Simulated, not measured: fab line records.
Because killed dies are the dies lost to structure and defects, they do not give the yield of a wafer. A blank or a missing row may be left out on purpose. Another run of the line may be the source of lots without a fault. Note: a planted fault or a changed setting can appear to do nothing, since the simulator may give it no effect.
2 desks, one fault + flow sfqLine + numbers are kept per desk, each desk with only its own; the story behind them comes last

## FROM THE METROLOGY DESK
What the gauges read for every lot (on any tool): the sampled wafers with a number, averaged. A lot is out of limits, marked OUT, if its mean lies more than 4 standard deviations from the usual mean; the brackets give that distance.
Columns: A = I4_BOW at SFQ_I4_BOW_MEAS_927, usual 2 um
| lot  | first seen here | A  |
|------|-----------------|----|
| L122 | day 38 05:53    | 16 |
| L123 | day 49 07:52    | -1 |
| L125 | day 49 10:50    | 4  |
| L128 | day 50 05:49    | 4  |
| L131 | day 50 20:49    | 2  |
| L134 | day 51 14:51    | 14 |
| L136 | day 52 06:53    | -0 |
| L139 | day 53 03:53    | 12 |
| L140 | day 53 06:53    | 5  |
| L142 | day 53 16:36    | -8 |
| L143 | day 55 07:10    | -2 |
| L144 | day 55 22:57    | -9 |
| L145 | day 56 11:18    | -4 |
This desk found nothing out of limits on any of the 13 lots.

## FOR THE TOOL OWNER'S DESK: cmp-02
The tool's own readings at SFQ_TRILAYER_I4_CMP_CMP_100 (polishes SiO2): means of the sampled wafers that have a number, for each lot that ran on this tool. A lot is out of limits, marked OUT, if its mean lies more than 4 standard deviations from the usual mean; the brackets give that distance.
Columns: A = edgeZonePressureFrac at SFQ_TRILAYER_I4_CMP_CMP_100, usual 1.000; B = motorCurrentA at SFQ_TRILAYER_I4_CMP_CMP_100, usual 10.1 A; C = slurryFilterDpKPa at SFQ_TRILAYER_I4_CMP_CMP_100, usual 13.51 kPa; D = timeToEndpointS at SFQ_TRILAYER_I4_CMP_CMP_100, usual 212 s
| lot  | first seen here | A     | B    | C     | D   |
|------|-----------------|-------|------|-------|-----|
| L122 | day 38 02:49    | 1.002 | 10.7 | 13.54 | 209 |
| L123 | day 49 04:50    | 1.000 | 9.8  | 13.58 | 221 |
| L125 | day 49 07:50    | 0.997 | 9.8  | 13.55 | 216 |
| L128 | day 50 03:49    | 0.999 | 10.6 | 13.63 | 212 |
| L131 | day 50 17:49    | 0.999 | 11.2 | 13.53 | 213 |
| L134 | day 51 11:49    | 1.004 | 9.7  | 13.62 | 216 |
| L145 | day 56 08:47    | 0.998 | 10.1 | 13.58 | 210 |
This desk found nothing out of limits on any of the 7 lots.

## PUT TOGETHER
Metrology desk: nothing out of limits seen.
The tool owner's desk saw nothing out of limits.

## WHAT WAS PUT IN BY THE SIMULATOR
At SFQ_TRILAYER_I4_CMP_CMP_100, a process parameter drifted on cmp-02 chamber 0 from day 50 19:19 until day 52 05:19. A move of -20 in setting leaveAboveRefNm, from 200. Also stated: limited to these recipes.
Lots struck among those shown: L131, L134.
